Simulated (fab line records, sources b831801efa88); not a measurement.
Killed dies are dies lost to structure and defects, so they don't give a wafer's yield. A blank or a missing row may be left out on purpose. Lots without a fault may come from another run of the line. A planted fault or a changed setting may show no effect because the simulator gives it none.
Chamber matching | flow sky130 | SKY_PAD_OPEN_ETCH_07 on rie_diel-01: 4 sister chambers
The step etches the open film in CF4/O2, stops on AlCu, target depth 725 nm, time 161.1 s. 4 wafers are shown with their chamber, then 7 later ones without.

WAFERS WITH THEIR CHAMBER
wafer  | chamber | drypump_motor_current_A (A)
L915.3 | 1       | 5.6
L930.5 | 3       | 5.5
L931.1 | 2       | 6.2
L931.2 | 0       | 6.4

WAFERS WITHOUT THEIR CHAMBER
wafer  | drypump_motor_current_A (A)
L931.5 | 5.4
L933.1 | 6.4
L933.4 | 5.5
L933.6 | 6.4
L935.2 | 5.7
L935.3 | 6.3
L935.6 | 5.7

WHICH CHAMBER EACH WENT THROUGH
wafer  | from the rows above     | in truth
L931.5 | can't be placed: 3 or 1 | 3
L933.1 | 0                       | 0
L933.4 | can't be placed: 3 or 1 | 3
L933.6 | 0                       | 0
L935.2 | can't be placed: 1 or 3 | 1
L935.3 | can't be placed: 2 or 0 | 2
L935.6 | can't be placed: 1 or 3 | 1
Placed correctly: 2 of 7. Can't be placed from these rows: 5 (the true chamber is among the candidates in 5). Placed wrongly: 0.
How it was worked out, from the rows above alone: a wafer's distance from a chamber is the root of the sum, over the readings, of the square of ((its reading less the chamber's mean) divided by the reading's scatter). The wafer belongs to the nearest chamber; if the next one is less than 2 further off, it can't be placed. A chamber's mean is the mean of its shown wafers. The scatter: with one shown wafer a chamber, the root of the mean of the squares of how far each hidden wafer lies from its nearest shown one.
